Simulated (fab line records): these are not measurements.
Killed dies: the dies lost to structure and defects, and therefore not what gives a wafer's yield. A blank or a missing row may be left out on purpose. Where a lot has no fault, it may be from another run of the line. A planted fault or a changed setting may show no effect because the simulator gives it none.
Problem report, 8D (eight disciplines) form, completed by code	flow sky130	the parts of the form that need people (team, actions taken, sign-off) are left out

1. WHAT IS WRONG
Wafers with no fault read 98.9 s with a standard deviation of 0.43, whereas runLengthS at SKY_POLY_GATE_ETCH_17 reads a mean of 80.5 s on 1 wafer of 1 lot. That puts it -43 standard deviations away from the usual mean.
The step: etches poly-Si in HBr/Cl2, stops on SiO2, target depth 180 nm, time 70.5 s.
Seen first at day 20 14:00 on rieSi-02, wafer L992.5. The record has a number at this step for 36 wafers belonging to 12 lots. Rule for "out" (also "out of limits"): further than 4 standard deviations from the usual mean. The rest of the wafers with a number are treated as sound.

2. WHAT IT IS; WHAT IT IS NOT
question	is	is not
which readings at this step	runLengthS	drypumpMotorCurrentA, heBacksideLeakSccm, oesProductAu, throttleValvePct
which lots	L992	L100, L101, L102, L103, L104, L105, L982, L983, L984, L995, L997
which wafers of those lots	L992.5	L992.1, L992.6
read on which tools	rieSi-02	rieSi-01
when	from day 20 14:00	up to then (11 sound wafers); but 24 sound wafers of L100, L101, L102, L103, L104, L105, L995, L997 came after

3. SUSPECTS, AND WHAT RULES EACH OUT
Counting: any tool at a process step up to the reading remains a suspect provided it ran every lot that is out. Sound lots after the first of them don't rule it out here, since some wafers of a struck lot are sound.
- plasmaAsher-03 at SKY_NWELL_STRIP_14 (strips in O2/N2): kept. It processed L992, the lot that is out, at day 7 00:12, and its most recent sound lot before then was L983 at day 4 22:50.
- rieSi-02 at SKY_POLY_GATE_ETCH_17 (etches poly-Si in HBr/Cl2, stops on SiO2, target depth 180 nm, time 70.5 s): kept. It processed L992, the lot that is out, at day 20 14:00, and its most recent sound lot before then was L983 at day 16 23:29. Its own readings are out on those wafers: runLengthS.
- Within plasmaAsher-03 at SKY_NWELL_STRIP_14: the wafers that are out ran in chamber 1; their sound lot-mates ran in chamber 0.
- At SKY_POLY_GATE_ETCH_17, inside rieSi-02: chamber 0 took the wafers that are out, while their sound lot-mates went through chambers 1, 2.
After counting, plasmaAsher-03 at SKY_NWELL_STRIP_14 and rieSi-02 at SKY_POLY_GATE_ETCH_17 remain.

4. THE CAUSE (what the simulator had put in)
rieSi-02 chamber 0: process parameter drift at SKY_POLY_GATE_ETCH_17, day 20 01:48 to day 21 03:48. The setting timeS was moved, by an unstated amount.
After counting, 2 suspects remain, this tool included.

5. THE CHAIN OF EFFECTS, in route order
Each row: a reading where the mean over the struck wafers with a number is more than 3 standard deviations away from the usual. Scope: only readings with a usual standard deviation given in the record; hours: median across lots of the time from each lot's start at the first step in this table that gives one to its start at this step; sigmas: change in usual standard deviations.
hours	step	reading	usual	on struck wafers	change	sigmas
0	SKY_POLY_GATE_ETCH_17	runLengthS	98.9 s	80.5	-18.4	-43
0	SKY_POLY_GATE_STRIP_18	stripTimeToEndpointS	3.17 s	3.47	+0.30	+6.0
Here are the process steps it includes:
- SKY_POLY_GATE_ETCH_17: etches poly-Si in HBr/Cl2, stops on SiO2, target depth 180 nm, time 70.5 s.
- SKY_POLY_GATE_STRIP_18: strips in O2/N2.

6. HOW IT WOULD HAVE BEEN CAUGHT EARLIER
First out-of-limits reading in this record: day 20 14:00, which is 12 hours after fault onset at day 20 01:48.
